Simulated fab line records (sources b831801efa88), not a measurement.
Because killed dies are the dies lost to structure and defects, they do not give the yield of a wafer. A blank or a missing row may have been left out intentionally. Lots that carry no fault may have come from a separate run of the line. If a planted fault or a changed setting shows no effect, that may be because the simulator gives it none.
Matching of chambers :: flow gf180mcu :: GF_V4_CMP_04 on cmp-01 has 4 sister chambers
The step polishes SiO2. 14 wafers are shown with their chamber, then 7 later ones without.

== WAFERS WITH THEIR CHAMBER ==
wafer: L792.2
chamber: 3
motor-current-A (A): 12.9
edge-zone-pressure-frac: 1.010
time-to-endpoint-s (s): 78

wafer: L792.3
chamber: 0
motor-current-A (A): 10.9
edge-zone-pressure-frac: 1.007
time-to-endpoint-s (s): 73

wafer: L792.5
chamber: 1
motor-current-A (A): 11.9
edge-zone-pressure-frac: 1.011
time-to-endpoint-s (s): 82

wafer: L797.1
chamber: 1
motor-current-A (A): 11.8
edge-zone-pressure-frac: 1.001
time-to-endpoint-s (s): 77

wafer: L797.4
chamber: 0
motor-current-A (A): 11.4
edge-zone-pressure-frac: 0.998
time-to-endpoint-s (s): 82

wafer: L797.6
chamber: 3
motor-current-A (A): 12.9
edge-zone-pressure-frac: 1.002
time-to-endpoint-s (s): 84

wafer: L806.2
chamber: 3
motor-current-A (A): 12.6
edge-zone-pressure-frac: 0.998
time-to-endpoint-s (s): 78

wafer: L806.3
chamber: 1
motor-current-A (A): 11.7
edge-zone-pressure-frac: 0.994
time-to-endpoint-s (s): 82

wafer: L806.5
chamber: 3
motor-current-A (A): 12.4
edge-zone-pressure-frac: 1.000
time-to-endpoint-s (s): 88

wafer: L809.1
chamber: 0
motor-current-A (A): 11.3
edge-zone-pressure-frac: 1.001
time-to-endpoint-s (s): 82

wafer: L809.3
chamber: 1
motor-current-A (A): 11.8
edge-zone-pressure-frac: 0.993
time-to-endpoint-s (s): 83

wafer: L809.4
chamber: 3
motor-current-A (A): 12.8
edge-zone-pressure-frac: 0.994
time-to-endpoint-s (s): 87

wafer: L811.1
chamber: 1
motor-current-A (A): 12.1
edge-zone-pressure-frac: 1.002
time-to-endpoint-s (s): 75

wafer: L811.4
chamber: 2
motor-current-A (A): 11.1
edge-zone-pressure-frac: 0.995
time-to-endpoint-s (s): 78

SIGNATURES, as means of the wafers listed above
reading: motor-current-A
chamber 0: 11.200
chamber 1: 11.860
chamber 2: 11.100
chamber 3: 12.720
scatter within a chamber: 0.205

reading: edge-zone-pressure-frac
chamber 0: 1.00200
chamber 1: 1.00020
chamber 2: 0.99500
chamber 3: 1.00080
scatter within a chamber: 0.00627

reading: time-to-endpoint-s
chamber 0: 79.00
chamber 1: 79.80
chamber 2: 78.00
chamber 3: 83.00
scatter within a chamber: 4.44
Rule: a wafer lies at a distance from a chamber equal to the root of the sum of squares, over the readings, of (its reading less the chamber's mean, divided by the reading's scatter). The wafer belongs to the nearest chamber; if the next one is less than 2 further off, it can't be placed. The scatter: the root of (the sum of the squares of (reading less its chamber's mean) over the shown wafers, divided by (wafers less chambers)).

== WAFERS MISSING THEIR CHAMBER ==
wafer: L811.6
motor-current-A (A): 11.0
edge-zone-pressure-frac: 1.014
time-to-endpoint-s (s): 83

wafer: L812.2
motor-current-A (A): 12.1
edge-zone-pressure-frac: 0.997
time-to-endpoint-s (s): 82

wafer: L812.4
motor-current-A (A): 12.8
edge-zone-pressure-frac: 1.005
time-to-endpoint-s (s): 90

wafer: L812.5
motor-current-A (A): 10.5
edge-zone-pressure-frac: 1.002
time-to-endpoint-s (s): 88

wafer: L813.2
motor-current-A (A): 11.5
edge-zone-pressure-frac: 1.007
time-to-endpoint-s (s): 84

wafer: L813.4
motor-current-A (A): 10.9
edge-zone-pressure-frac: 0.994
time-to-endpoint-s (s): 84

wafer: L813.5
motor-current-A (A): 11.9
edge-zone-pressure-frac: 0.999
time-to-endpoint-s (s): 88

== WHICH CHAMBER EACH WENT THROUGH ==
wafer: L811.6
from the rows above: can't be placed: 0 or 2
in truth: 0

wafer: L812.2
from the rows above: can't be placed: 1 or 3
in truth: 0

wafer: L812.4
from the rows above: 3
in truth: 3

wafer: L812.5
from the rows above: can't be placed: 2 or 0
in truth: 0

wafer: L813.2
from the rows above: can't be placed: 0 or 1 or 2
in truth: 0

wafer: L813.4
from the rows above: can't be placed: 2 or 0
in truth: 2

wafer: L813.5
from the rows above: 1
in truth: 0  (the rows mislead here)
1 of 7 placed correctly. Cannot be placed on the basis of these rows: 5; the candidates contain the true chamber in 4. Number placed wrongly: 1.
